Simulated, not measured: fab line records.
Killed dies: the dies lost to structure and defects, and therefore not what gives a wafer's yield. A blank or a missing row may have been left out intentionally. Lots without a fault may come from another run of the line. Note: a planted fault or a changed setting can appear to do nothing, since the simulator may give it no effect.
Which tool did it? + flow gf180mcu + 14 lots, 42 wafers sampled, at 5 steps of a route of 602

## WHAT THE GAUGES SHOWED, per wafer
GF_POLY_GATE_THK_MEAS_01. Usual: POLY_GATE_CVD_00_THK 199.0 nm, standard deviation 1.8.
| lot  | measured     | on            | POLY_GATE_CVD_00_THK (nm) | flag |
|------|--------------|---------------|---------------------------|------|
| L234 | day 8 10:31  | film-metro-03 | 200.4 199.6 200.3         |      |
| L236 | day 9 00:37  | film-metro-04 | 202.3 200.9 202.8         |      |
| L238 | day 9 23:50  | film-metro-02 | 201.6 200.9 200.8         |      |
| L239 | day 10 00:53 | film-metro-02 | 197.1 197.7 196.5         |      |
| L241 | day 10 16:25 | film-metro-04 | 198.0 197.7 197.7         |      |
| L243 | day 11 07:24 | film-metro-02 | 200.6 201.7 199.6         |      |
| L244 | day 11 10:24 | film-metro-03 | 200.3 199.9 199.8         |      |
| L245 | day 11 14:54 | film-metro-02 | 198.1 200.2 198.7         |      |
| L251 | day 13 09:53 | film-metro-03 | 200.1 199.8 199.3         |      |
| L252 | day 13 16:25 | film-metro-03 | 197.5 196.4 198.5         |      |
| L253 | day 14 00:20 | film-metro-04 | 198.5 196.8 198.9         |      |
| L254 | day 14 08:01 | film-metro-02 | 199.1 198.6 199.3         |      |
| L255 | day 14 17:04 | film-metro-04 | 198.0 198.7 198.7         |      |
| L257 | day 15 08:16 | film-metro-04 | 195.6 198.0 197.6         |      |

GF_POLY_GATE_CD_MEAS_10: the cd target is 280 nm. Usual: 280.2 nm for cd-nm, sd 1.1.
| lot  | measured     | on        | cd-nm (nm)        | flag |
|------|--------------|-----------|-------------------|------|
| L234 | day 9 03:49  | cd-sem-01 | 281.2 281.8 281.9 |      |
| L236 | day 9 17:17  | cd-sem-01 | 280.1 280.2 279.2 |      |
| L238 | day 10 17:56 | cd-sem-02 | 279.3 280.2 279.1 |      |
| L239 | day 10 18:43 | cd-sem-02 | 280.4 280.3 279.8 |      |
| L241 | day 11 10:40 | cd-sem-01 | 280.5 281.2 280.3 |      |
| L243 | day 12 02:50 | cd-sem-02 | 279.9 279.4 279.8 |      |
| L244 | day 12 05:16 | cd-sem-02 | 278.9 279.2 279.1 |      |
| L245 | day 12 09:29 | cd-sem-01 | 279.2 279.2 280.0 |      |
| L251 | day 14 06:34 | cd-sem-02 | 280.9 278.2 280.4 |      |
| L252 | day 14 14:00 | cd-sem-02 | 280.5 280.5 282.5 |      |
| L253 | day 14 21:17 | cd-sem-01 | 279.1 279.5 278.9 |      |
| L254 | day 15 05:17 | cd-sem-02 | 280.0 280.3 279.6 |      |
| L255 | day 15 15:02 | cd-sem-01 | 279.1 279.1 280.3 |      |
| L257 | day 16 06:19 | cd-sem-02 | 279.1 281.4 280.6 |      |

GF_HV_LDD_CD_MEAS_46: the cd target is 400 nm. Usual: 399.6 nm for cd-nm, sd 2.
| lot  | measured     | on        | cd-nm (nm)        | flag |
|------|--------------|-----------|-------------------|------|
| L234 | day 12 11:03 | cd-sem-01 | 397.8 398.5 397.5 |      |
| L236 | day 12 22:52 | cd-sem-02 | 400.7 400.6 403.4 |      |
| L238 | day 14 01:44 | cd-sem-02 | 402.0 402.7 400.8 |      |
| L239 | day 14 04:47 | cd-sem-02 | 398.4 400.3 400.9 |      |
| L241 | day 14 22:11 | cd-sem-02 | 398.1 399.2 398.9 |      |
| L243 | day 15 15:38 | cd-sem-02 | 398.5 398.9 397.1 |      |
| L244 | day 15 18:10 | cd-sem-02 | 398.9 399.3 399.1 |      |
| L245 | day 15 22:51 | cd-sem-02 | 402.0 402.1 402.0 |      |
| L251 | day 18 02:36 | cd-sem-01 | 401.6 400.0 399.8 |      |
| L252 | day 18 10:07 | cd-sem-02 | 400.5 400.5 402.5 |      |
| L253 | day 18 19:15 | cd-sem-02 | 400.0 399.4 399.4 |      |
| L254 | day 19 01:56 | cd-sem-02 | 399.0 397.6 398.8 |      |
| L255 | day 19 13:45 | cd-sem-02 | 398.5 402.7 402.1 |      |
| L257 | day 20 07:32 | cd-sem-02 | 398.5 401.6 399.2 |      |

GF_HV_LDD_RS_MEAS_53: uses a four-point probe to measure. Usual: HV_LDD_RS 418.3 ohm/sq, standard deviation 0.9.
| lot  | measured     | on            | HV_LDD_RS (ohm/sq) | flag |
|------|--------------|---------------|--------------------|------|
| L234 | day 12 11:38 | film-metro-03 | 418.8 418.5 419.5  |      |
| L236 | day 12 23:27 | film-metro-02 | 418.4 418.2 419.1  |      |
| L238 | day 14 02:19 | film-metro-02 | 417.2 417.0 416.5  |      |
| L239 | day 14 05:25 | film-metro-01 | 420.2 418.9 418.3  |      |
| L241 | day 14 22:47 | film-metro-03 | 417.9 416.2 415.5  |      |
| L243 | day 15 16:14 | film-metro-02 | 418.3 418.4 418.1  |      |
| L244 | day 15 18:48 | film-metro-02 | 418.9 419.3 419.2  |      |
| L245 | day 15 23:26 | film-metro-02 | 418.0 418.4 418.4  |      |
| L251 | day 18 03:11 | film-metro-03 | 418.5 417.4 418.7  |      |
| L252 | day 18 10:42 | film-metro-03 | 402.2 402.2 403.4  | OFF  |
| L253 | day 18 19:50 | film-metro-01 | 402.7 403.1 402.5  | OFF  |
| L254 | day 19 02:35 | film-metro-03 | 417.7 419.2 418.7  |      |
| L255 | day 19 14:20 | film-metro-02 | 417.9 417.3 417.4  |      |
| L257 | day 20 08:07 | film-metro-03 | 417.9 419.6 418.7  |      |

## WHAT TOOL EACH LOT RAN ON (gives the tool, then ch and the chambers of the sampled wafers, and finally the start)
| lot  | GF_HV_LDD_IMPLANT_34            |
|------|---------------------------------|
| L234 | implanter-01 ch 0, day 11 14:42 |
| L236 | implanter-04 ch 0, day 12 03:32 |
| L238 | implanter-01 ch 0, day 13 04:52 |
| L239 | implanter-04 ch 0, day 13 07:56 |
| L241 | implanter-03 ch 0, day 14 00:33 |
| L243 | implanter-01 ch 0, day 14 17:20 |
| L244 | implanter-01 ch 0, day 14 20:07 |
| L245 | implanter-01 ch 0, day 15 00:55 |
| L251 | implanter-04 ch 0, day 17 02:52 |
| L252 | implanter-01 ch 0, day 17 10:22 |
| L253 | implanter-01 ch 0, day 17 19:30 |
| L254 | implanter-03 ch 0, day 18 02:43 |
| L255 | implanter-03 ch 0, day 18 13:45 |
| L257 | implanter-03 ch 0, day 19 07:07 |
- GF_HV_LDD_IMPLANT_34

## WHAT THE TOOLS THEMSELVES READ (means of the sampled wafers that have a number; where no wafer has one, the mark that the record gives instead)
GF_HV_LDD_IMPLANT_34. Usual: beam-energy-keV 59.999, standard deviation 0.019; dose-ions-cm2 7.5e+12, standard deviation 7.6e+09.
| lot  | tool         | beam-energy-keV | dose-ions-cm2 | flag |
|------|--------------|-----------------|---------------|------|
| L234 | implanter-01 | 59.976          | 7.5e+12       |      |
| L236 | implanter-04 | 59.993          | 7.5e+12       |      |
| L238 | implanter-01 | 59.992          | 7.5e+12       |      |
| L239 | implanter-04 | 59.990          | 7.5e+12       |      |
| L241 | implanter-03 | 60.002          | 7.5e+12       |      |
| L243 | implanter-01 | 60.008          | 7.5e+12       |      |
| L244 | implanter-01 | 59.995          | 7.5e+12       |      |
| L245 | implanter-01 | 60.014          | 7.5e+12       |      |
| L251 | implanter-04 | 59.986          | 7.5e+12       |      |
| L252 | implanter-01 | 71.177          | 7.5e+12       | OFF  |
| L253 | implanter-01 | 71.144          | 7.5e+12       | OFF  |
| L254 | implanter-03 | 60.004          | 7.5e+12       |      |
| L255 | implanter-03 | 60.005          | 7.5e+12       |      |
| L257 | implanter-03 | 60.022          | 7.5e+12       |      |

## THE ANSWER, worked out from the rows above alone
Rule: a lot is off if the mean of its wafers that have a number lies more than 3 standard deviations from the usual mean. Also off: a lot with no number at a reading for which 4 or more lots have one. The other lots that the step has rows for count as sound. Order of review: gauges by route order, followed by the tools' own readings, for which a lot's mean as printed above is used. The first step at which some lot is off is used, and at that step the reading that is off furthest; a lot without a number counts as furthest.
Off: L252, L253, seen at GF_HV_LDD_RS_MEAS_53 (HV_LDD_RS).
If a tool, at a process step before that reading, ran all the lots that are off and no sound lot after the first of them, it fits. The gauges at GF_HV_LDD_RS_MEAS_53 aren't tried: what is off there is off at GF_HV_LDD_IMPLANT_34 too, on other tools, and a gauge's error can't cause that. One fits: implanter-01 at GF_HV_LDD_IMPLANT_34. Its last sound lot is L245 (day 15 00:55), its first lot that is off L252 (day 17 10:22): a fault that began between those two fits.
On the lots that are off, the tool's own readings at GF_HV_LDD_IMPLANT_34 differ by more than 5 times the standard deviation of the sound lots' means, which bears it out; beam-energy-keV reads 71.161 there versus 59.999 on the sound lots.

## WHAT THE SIMULATOR PUT IN
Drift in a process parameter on implanter-01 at GF_HV_LDD_IMPLANT_34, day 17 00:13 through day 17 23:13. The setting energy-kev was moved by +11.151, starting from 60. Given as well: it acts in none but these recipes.
Lots struck among those shown: L252, L253. The rule above found the same.
